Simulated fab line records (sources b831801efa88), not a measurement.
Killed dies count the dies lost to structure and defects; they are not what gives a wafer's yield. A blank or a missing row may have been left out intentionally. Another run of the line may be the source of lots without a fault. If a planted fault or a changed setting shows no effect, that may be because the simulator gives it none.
Chamber matching / flow sfqLine / SFQ_TRILAYER_I4_CMP_CMP_100 on cmp-02: 4 sister chambers
The step polishes SiO2. 20 wafers are shown with their chamber, then 10 later ones without.

== EACH WAFER AND ITS CHAMBER ==
wafer=L364.4; chamber=2; motorCurrentA (A)=10.6; timeToEndpointS (s)=226; platenRpm (rpm)=59.98
wafer=L364.2; chamber=0; motorCurrentA (A)=10.4; timeToEndpointS (s)=207; platenRpm (rpm)=60.04
wafer=L364.5; chamber=3; motorCurrentA (A)=8.6; timeToEndpointS (s)=209; platenRpm (rpm)=60.00
wafer=L365.3; chamber=1; motorCurrentA (A)=9.5; timeToEndpointS (s)=207; platenRpm (rpm)=60.03
wafer=L365.4; chamber=0; motorCurrentA (A)=10.0; timeToEndpointS (s)=202; platenRpm (rpm)=59.96
wafer=L365.5; chamber=0; motorCurrentA (A)=9.7; timeToEndpointS (s)=209; platenRpm (rpm)=60.02
wafer=L368.3; chamber=0; motorCurrentA (A)=9.6; timeToEndpointS (s)=212; platenRpm (rpm)=60.04
wafer=L368.5; chamber=0; motorCurrentA (A)=9.8; timeToEndpointS (s)=204; platenRpm (rpm)=60.00
wafer=L368.6; chamber=1; motorCurrentA (A)=9.3; timeToEndpointS (s)=207; platenRpm (rpm)=60.01
wafer=L376.1; chamber=1; motorCurrentA (A)=9.5; timeToEndpointS (s)=211; platenRpm (rpm)=59.91
wafer=L376.2; chamber=0; motorCurrentA (A)=10.1; timeToEndpointS (s)=186; platenRpm (rpm)=59.89
wafer=L376.4; chamber=3; motorCurrentA (A)=8.5; timeToEndpointS (s)=189; platenRpm (rpm)=59.97
wafer=L379.3; chamber=3; motorCurrentA (A)=8.4; timeToEndpointS (s)=206; platenRpm (rpm)=59.96
wafer=L379.4; chamber=0; motorCurrentA (A)=10.0; timeToEndpointS (s)=210; platenRpm (rpm)=60.00
wafer=L379.5; chamber=1; motorCurrentA (A)=10.1; timeToEndpointS (s)=224; platenRpm (rpm)=59.99
wafer=L381.2; chamber=2; motorCurrentA (A)=10.0; timeToEndpointS (s)=208; platenRpm (rpm)=59.92
wafer=L381.4; chamber=0; motorCurrentA (A)=9.8; timeToEndpointS (s)=209; platenRpm (rpm)=59.96
wafer=L381.6; chamber=3; motorCurrentA (A)=8.3; timeToEndpointS (s)=213; platenRpm (rpm)=60.04
wafer=L384.2; chamber=1; motorCurrentA (A)=9.6; timeToEndpointS (s)=212; platenRpm (rpm)=59.99
wafer=L384.3; chamber=0; motorCurrentA (A)=10.7; timeToEndpointS (s)=206; platenRpm (rpm)=60.11

SIGNATURES, as means of the wafers listed above
reading=motorCurrentA; chamber 0=10.011; chamber 1=9.600; chamber 2=10.300; chamber 3=8.450; scatter within a chamber=0.314
reading=timeToEndpointS; chamber 0=205.00; chamber 1=212.20; chamber 2=217.00; chamber 3=204.25; scatter within a chamber=8.56
reading=platenRpm; chamber 0=60.0022; chamber 1=59.9860; chamber 2=59.9500; chamber 3=59.9925; scatter within a chamber=0.053
Rule: for a wafer and a chamber, the distance is found by dividing, reading by reading, the gap between the wafer's reading and the chamber's mean by the reading's scatter, squaring, summing and taking the root. The wafer belongs to the nearest chamber; if the next one is less than 2 further off, it can't be placed. The scatter: take each reading less its chamber's mean, square it, sum over the shown wafers, divide by the number of wafers less the number of chambers, and take the root.

== WAFERS MISSING THEIR CHAMBER ==
wafer=L384.6; motorCurrentA (A)=10.5; timeToEndpointS (s)=211; platenRpm (rpm)=59.97
wafer=L385.1; motorCurrentA (A)=8.1; timeToEndpointS (s)=204; platenRpm (rpm)=60.01
wafer=L385.2; motorCurrentA (A)=9.3; timeToEndpointS (s)=210; platenRpm (rpm)=59.95
wafer=L385.3; motorCurrentA (A)=9.6; timeToEndpointS (s)=196; platenRpm (rpm)=60.02
wafer=L386.2; motorCurrentA (A)=8.3; timeToEndpointS (s)=197; platenRpm (rpm)=60.06
wafer=L386.5; motorCurrentA (A)=8.5; timeToEndpointS (s)=205; platenRpm (rpm)=60.03
wafer=L386.6; motorCurrentA (A)=9.7; timeToEndpointS (s)=211; platenRpm (rpm)=59.98
wafer=L387.3; motorCurrentA (A)=9.0; timeToEndpointS (s)=221; platenRpm (rpm)=59.95
wafer=L387.5; motorCurrentA (A)=10.2; timeToEndpointS (s)=234; platenRpm (rpm)=59.96
wafer=L387.6; motorCurrentA (A)=8.1; timeToEndpointS (s)=224; platenRpm (rpm)=60.03

== EACH ONE'S CHAMBER ==
wafer=L384.6; from the rows above=can't be placed: 2 or 0 or 1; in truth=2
wafer=L385.1; from the rows above=3; in truth=3
wafer=L385.2; from the rows above=can't be placed: 1 or 0 or 3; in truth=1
wafer=L385.3; from the rows above=can't be placed: 0 or 1 or 2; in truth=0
wafer=L386.2; from the rows above=3; in truth=3
wafer=L386.5; from the rows above=3; in truth=3
wafer=L386.6; from the rows above=can't be placed: 1 or 0 or 2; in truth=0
wafer=L387.3; from the rows above=can't be placed: 1 or 3 or 0 or 2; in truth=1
wafer=L387.5; from the rows above=can't be placed: 2 or 1 or 0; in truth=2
wafer=L387.6; from the rows above=3; in truth=3
Placed correctly: 4 of 10. Can't be placed from these rows: 6 (the true chamber is among the candidates in 6). Wrongly placed: 0.
